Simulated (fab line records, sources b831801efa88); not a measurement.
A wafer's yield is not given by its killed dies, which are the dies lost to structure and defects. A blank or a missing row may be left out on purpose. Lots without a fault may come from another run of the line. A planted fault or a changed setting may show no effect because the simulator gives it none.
Struck lot and sound lot, side by side || flow sky130 || 36 steps out of a route of 708
Sound: the wafers L419.2, L419.3, L419.6. Struck: wafers L404.1, L404.2, L404.6. The cause is given at the end.
At each step with rows: each side's tool, then ch and its chambers, then its first start. Under that, the readings that differ: sound wafers || struck wafers || difference of the means || sigmas: that difference in standard deviations of wafers without a fault.
alike: a reading whose means differ by less than 2 such deviations, as well as words and numbers matching on both sides. not compared: withheld readings; readings where some wafer has no value; bounds like >300 that might hide an equal value; numbers whose values overlap and for which the record gives no deviation.
A row with sigmas, a row that says differs or no value, or rows on one side alone: a step with any of these is where the two part. Numbers that have no deviation but don't overlap get no sigmas and don't part them. A reading missing from all wafers of one side parts the sides only when that side holds two or more wafers.

first, 10 steps without rows for these wafers: SKY_POLY_CUT_ETCH_10 (etches BARC in N2/H2, stops on SiO2, time 45.9 s, target depth 60 nm); SKY_POLY_CUT_ETCH_11 (etches Si3N4 in CF4/CH2F2/Ar, stops on poly-Si, time 42.5 s, target depth 60 nm); SKY_POLY_CUT_STRIP_12 (strips in O2/N2); SKY_SD_P_DEHYDRATE_00 (time 60 s); SKY_SD_P_HMDS_01 (prime time 60 s); SKY_SD_P_COAT_02 (resist thk 1140 nm); SKY_SD_P_SOFTBAKE_03 (time 60 s); SKY_SD_P_EXPOSE_04 (exposes mask PSDM, target cd 380 nm); SKY_SD_P_PEB_05; SKY_SD_P_DEVELOP_06 (develop time 60 s).
SKY_SD_P_IMPLANT_09:
  sound on implanter-03 ch 0, day 33 06:23; struck on implanter-04 ch 0, day 27 08:11
  alike: faradayCurrentUA, tiltDeg
SKY_SD_P_STRIP_10: strips in O2/N2.
  sound on plasmaAsher-02 ch 0,1, day 33 06:31; struck on plasmaAsher-03 ch 0,1, day 27 08:20
{"reading": "oesProductAu (a.u.)", "sound": "0.622 0.617 0.613", "struck": "0.633 0.634 0.624", "difference": "+0.013", "sigmas": "+3"}
{"reading": "stripTimeToEndpointS (s)", "sound": "17.55 17.52 17.51", "struck": "16.95 16.97 16.99", "difference": -0.56, "sigmas": -14}
  alike: drypumpMotorCurrentA
  not compared: rfHoursCounterH
SKY_SD_P_TW_MEAS_11:
  sound: filmMetro-04 at day 33 06:37; struck: filmMetro-01 at day 27 08:26
{"reading": "SD_P_TW", "sound": "2837 2840 2836", "struck": "2664 2658 2659", "difference": -177, "sigmas": -7}
then, 21 steps without rows for these wafers: SKY_RES_XHIGH_DEHYDRATE_00 (time 60 s); SKY_RES_XHIGH_HMDS_01 (prime time 60 s); SKY_RES_XHIGH_COAT_02 (resist thk 1148 nm); SKY_RES_XHIGH_SOFTBAKE_03 (time 60 s); SKY_RES_XHIGH_EXPOSE_04 (exposes mask URPM, target cd 1270 nm); SKY_RES_XHIGH_PEB_05; SKY_RES_XHIGH_DEVELOP_06 (develop time 60 s); SKY_RES_XHIGH_IMPLANT_07; SKY_RES_XHIGH_STRIP_08 (strips in O2/N2); SKY_SD_N_DEHYDRATE_00 (time 60 s); SKY_SD_N_HMDS_01 (prime time 60 s); SKY_SD_N_COAT_02 (resist thk 1151 nm); SKY_SD_N_SOFTBAKE_03 (time 60 s); SKY_SD_N_EXPOSE_04 (exposes mask NSDM, target cd 380 nm); SKY_SD_N_PEB_05; SKY_SD_N_DEVELOP_06 (develop time 60 s); SKY_SD_N_IMPLANT_09; SKY_SD_N_IMPLANT_10; SKY_SD_N_STRIP_11 (strips in O2/N2); SKY_SD_N_CLEAN_13 (cleans in SC1/SC2, time 150 s); SKY_SD_N_RTA_14 (time 2 s).
-- the record jumps here: 2 days lie between the struck wafers' starts before and after --
SKY_SD_N_RS_MEAS_17: the measuring method here is four-point-probe.
  sound: filmMetro-04 at day 35 11:45; struck: filmMetro-02 at day 29 17:47
{"reading": "SD_P_RS (ohm/sq)", "sound": "147.0 147.0 147.2", "struck": "150.8 151.1 151.1", "difference": "+3.9", "sigmas": "+12"}
-- a jump in the record: the struck wafers' starts before and after are 17 days apart (it breaks off in module SD_N and resumes in module PAD_OPEN, where the first step shown is number 708 of the route) --
SKY_PAD_OPEN_PROBE_99:
  sound: prober-02 at day 50 23:16; struck: prober-01 at day 47 01:48
{"reading": "model.etest.liconHighPo.rcOhm", "sound": "347.4 362.1 354", "struck": "842.6 900 933.9", "difference": "+537.7", "sigmas": ""}
{"reading": "model.etest.resHighPo.lineOhmUm", "sound": "763.2 751.1 760.3", "struck": "1153 1177 1153", "difference": "+403", "sigmas": ""}
{"reading": "model.etest.resPdiff.lineOhmUm", "sound": "1389 1378 1400", "struck": "1574 1544 1541", "difference": "+164", "sigmas": ""}
{"reading": "model.etest.pfet_01v8.rOnOhmUm", "sound": "2823 2844 2917", "struck": "2998 3009 3011", "difference": "+145", "sigmas": ""}
{"reading": "model.etest.resHighPo.rsOhmSqRange", "sound": "9.134 7.52 12.23", "struck": "169.7 168.6 176.8", "difference": "+162.1", "sigmas": ""}
{"reading": "model.etest.pfetG5v0d10v5.rOnOhmUm", "sound": "4698 4680 4731", "struck": "4843 4889 4846", "difference": "+156", "sigmas": ""}
{"reading": "model.etest.resHighPo.rsOhmSq", "sound": "266.7 265.3 263.3", "struck": "406.3 410.4 403.4", "difference": "+141.6", "sigmas": ""}
{"reading": "model.etest.liconPdiff.rcOhm", "sound": "561.1 570.7 598.3", "struck": "719.3 731.5 718.5", "difference": "+146.4", "sigmas": ""}
  alike: killed_at_M0_to_M3, killed_at_M4_up, killedAtContacts, killedAtFrontEnd, killedAtOther, killedDies, killedOpen, killedShort

WHERE THEY PART
First at SKY_SD_P_STRIP_10; last, within this record, at SKY_SD_N_RS_MEAS_17. Later steps at which nothing parts them and some readings are alike: SKY_PAD_OPEN_PROBE_99.

WHY: the cause the simulator had injected
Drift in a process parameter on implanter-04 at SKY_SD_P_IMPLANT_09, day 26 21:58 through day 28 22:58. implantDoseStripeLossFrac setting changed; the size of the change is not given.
